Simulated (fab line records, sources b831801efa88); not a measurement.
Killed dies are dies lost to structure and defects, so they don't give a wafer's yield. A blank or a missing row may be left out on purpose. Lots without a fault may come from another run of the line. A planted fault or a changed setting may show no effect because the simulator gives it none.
Which tool did it? | flow sky130 | 13 lots, 39 wafers sampled, at 2 steps of a route of 708

WHAT THE GAUGES READ, wafer by wafer
SKY_SONOS_TUNNEL_CD_MEAS_07: target cd 410 nm.
lot  | measured     | on        | cd_nm (nm)
L599 | day 11 20:48 | cd_sem-01 | 408.0 407.2 408.7
L601 | day 12 05:04 | cd_sem-01 | 409.1 410.6 408.9
L602 | day 12 13:17 | cd_sem-01 | 409.5 408.7 407.6
L604 | day 13 05:08 | cd_sem-02 | 406.8 407.9 409.0
L607 | day 14 05:18 | cd_sem-02 | 407.6 407.1 408.7
L610 | day 15 06:11 | cd_sem-01 | 409.3 410.8 412.3
L611 | day 15 16:18 | cd_sem-01 | 410.7 412.2 410.8
L612 | day 15 19:33 | cd_sem-01 | 411.6 411.9 410.5
L617 | day 17 10:11 | cd_sem-01 | 409.2 409.4 412.1
L618 | day 17 18:51 | cd_sem-01 | 410.1 407.3 408.5
L619 | day 18 04:56 | cd_sem-01 | 412.4 412.5 412.4
L620 | day 18 14:37 | cd_sem-01 | 413.0 411.2 408.9
L621 | day 18 17:50 | cd_sem-02 | 409.5 408.7 410.2

SKY_SONOS_TUNNEL_OVL_MEAS_08.
lot  | measured     | on         | SONOS_TUNNEL_OVL (nm)
L599 | day 11 20:55 | overlay-02 | -1.2 1.1 2.2
L601 | day 12 05:10 | overlay-02 | 1.1 0.0 -0.9
L602 | day 12 13:25 | overlay-01 | 1.2 1.2 0.3
L604 | day 13 05:16 | overlay-02 | 2.9 2.3 1.7
L607 | day 14 05:25 | overlay-01 | 0.0 0.6 1.0
L610 | day 15 06:19 | overlay-02 | 0.7 -0.8 -0.3
L611 | day 15 16:25 | overlay-01 | 0.8 2.8 2.9
L612 | day 15 19:40 | overlay-01 | 1.1 1.2 1.7
L617 | day 17 10:18 | overlay-01 | 3.0 2.4 1.3
L618 | day 17 18:58 | overlay-02 | -0.4 -1.3 -0.4
L619 | day 18 05:03 | overlay-01 | 0.0 0.3 -1.0
L620 | day 18 14:43 | overlay-01 | -0.6 -0.1 -0.2
L621 | day 18 17:57 | overlay-02 | -1.4 0.7 1.7

WHICH TOOL RAN EACH LOT (tool, then ch and the chambers of the sampled wafers, then the start)
The record holds no process step before these readings.

WHAT THE TOOLS THEMSELVES READ (means of the sampled wafers that have a number; where no wafer has one, the mark that the record gives instead)
The record holds no such reading with a usual standard deviation.

THE ANSWER, worked out from the rows above alone
Rule: what is usual is taken from the lots themselves. Put in order of their means at a reading, lots are off if they are a third of the lots or fewer, leave a main group of 4 or more, and stand apart from it by a gap of 3 or more times the standard deviation of the main group's means; of several such gaps the widest counts. A main group whose means are all the same, to the digits that the tables above print for the reading, isn't used. A lot without any number at a reading at which 4 lots or more have one is off too. The other lots that the step has rows for count as sound. The gauges are gone through in route order, then the tools' own readings, and for those a lot's mean is taken as printed above. The first step at which some lot is off is used, and at that step the reading that is off furthest; a lot without a number counts as furthest.
No lot is off at any reading shown: from this, nothing can be told.

WHAT THE SIMULATOR HAD PUT IN
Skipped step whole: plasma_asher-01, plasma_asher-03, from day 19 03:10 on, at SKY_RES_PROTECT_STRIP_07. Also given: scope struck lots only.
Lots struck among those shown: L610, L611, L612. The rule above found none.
